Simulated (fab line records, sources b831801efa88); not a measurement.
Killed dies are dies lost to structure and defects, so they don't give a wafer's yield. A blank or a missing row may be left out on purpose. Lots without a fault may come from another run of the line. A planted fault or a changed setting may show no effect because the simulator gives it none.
Chamber matching | flow gf180mcu | GF_V3_CVD_02 on pecvd-04: 3 sister chambers
The step deposits SiO2 from TEOS, target thk 850 nm, time 94.851 s. 3 wafers are shown with their chamber, then 8 later ones without.

WAFERS WITH THEIR CHAMBER
wafer  | chamber | heater_power_w (W)
L085.1 | 2       | 590
L085.2 | 0       | 914
L086.2 | 1       | 748

WAFERS WITHOUT THEIR CHAMBER
wafer  | heater_power_w (W)
L086.3 | 725
L086.5 | 847
L087.2 | 684
L087.4 | 719
L087.6 | 715
L095.1 | 878
L095.5 | 713
L095.6 | 647

WHICH CHAMBER EACH WENT THROUGH
wafer  | from the rows above     | in truth
L086.3 | 1                       | 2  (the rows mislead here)
L086.5 | can't be placed: 0 or 1 | 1
L087.2 | can't be placed: 1 or 2 | 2
L087.4 | 1                       | 1
L087.6 | 1                       | 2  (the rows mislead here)
L095.1 | 0                       | 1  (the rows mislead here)
L095.5 | can't be placed: 1 or 2 | 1
L095.6 | can't be placed: 2 or 1 | 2
Placed correctly: 1 of 8. Can't be placed from these rows: 4 (the true chamber is among the candidates in 4). Placed wrongly: 3.
How it was worked out, from the rows above alone: a wafer's distance from a chamber is the root of the sum, over the readings, of the square of ((its reading less the chamber's mean) divided by the reading's scatter). The wafer belongs to the nearest chamber; if the next one is less than 2 further off, it can't be placed. A chamber's mean is the mean of its shown wafers. The scatter: with one shown wafer a chamber, the root of the mean of the squares of how far each hidden wafer lies from its nearest shown one.
